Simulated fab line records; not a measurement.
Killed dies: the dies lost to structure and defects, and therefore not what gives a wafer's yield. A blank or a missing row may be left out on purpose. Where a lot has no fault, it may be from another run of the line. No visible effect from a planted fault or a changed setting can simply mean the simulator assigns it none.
The same fault as seen by 2 desks | flow gf180mcu | what lay behind the numbers comes last; until then each desk has only its own

## METROLOGY DESK
What the gauges read for every lot (on any tool): the sampled wafers with a number, averaged. Any lot whose mean is over 4 standard deviations away from the usual mean is out of limits and marked OUT; that distance is given in the brackets.
Columns: A = HV_LDD_OVL at GF_HV_LDD_OVL_MEAS_08, usual -1.3 nm
lot  | first seen here | A
L700 | day 10 00:42    | -0.8
L701 | day 10 10:24    | -2.1
L703 | day 10 22:03    | -0.6
L705 | day 11 18:23    | -1.1
L706 | day 12 00:13    | -1.0
L708 | day 13 00:49    | 0.6
L709 | day 13 07:25    | -0.7
L712 | day 13 19:41    | -3.5
L717 | day 15 09:59    | -2.2
L718 | day 15 17:55    | -1.2
L719 | day 16 03:52    | -1.7
L722 | day 16 16:41    | -1.0
L723 | day 17 00:25    | -1.9
Finding of this desk: none of the 13 lots has anything out of limits.

## TOOL OWNER'S DESK, litho_track-04
The tool's own readings at GF_HV_LDD_DEVELOP_45 (develop time 60 s): means of the sampled wafers that have a number, for each lot that ran on this tool. Any lot whose mean is over 4 standard deviations away from the usual mean is out of limits and marked OUT; that distance is given in the brackets.
Columns: A = developer_temp_C at GF_HV_LDD_DEVELOP_45, usual 23.02 C
lot  | first seen here | A
L706 | day 14 10:39    | 23.15
L709 | day 15 20:11    | 22.90
L717 | day 18 05:41    | 23.93 (+8.3) OUT
L718 | day 18 15:12    | 23.87 (+7.7) OUT
Finding of this desk: L717, L718 out of limits; the first was L717 at day 18 05:41, on developer_temp_C at GF_HV_LDD_DEVELOP_45. In limits: L706, L709.

## TAKEN TOGETHER
The tool owner's desk could have raised an alarm at day 18 05:41, on L717, L718.
At the metrology desk, nothing out of limits was observed.
The metrology desk holds a record of L717, L718, inside its limits.
The lots listed all ran GF_HV_LDD_DEVELOP_45 on litho_track-04.

## WHAT THE SIMULATOR PUT IN
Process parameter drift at GF_HV_LDD_DEVELOP_45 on litho_track-04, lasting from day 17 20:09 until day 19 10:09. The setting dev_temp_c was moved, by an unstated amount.
Struck lots among those shown: L717, L718.
Delay in hours, fault start to first out-of-limits reading, by desk: the tool owner's desk at 10.
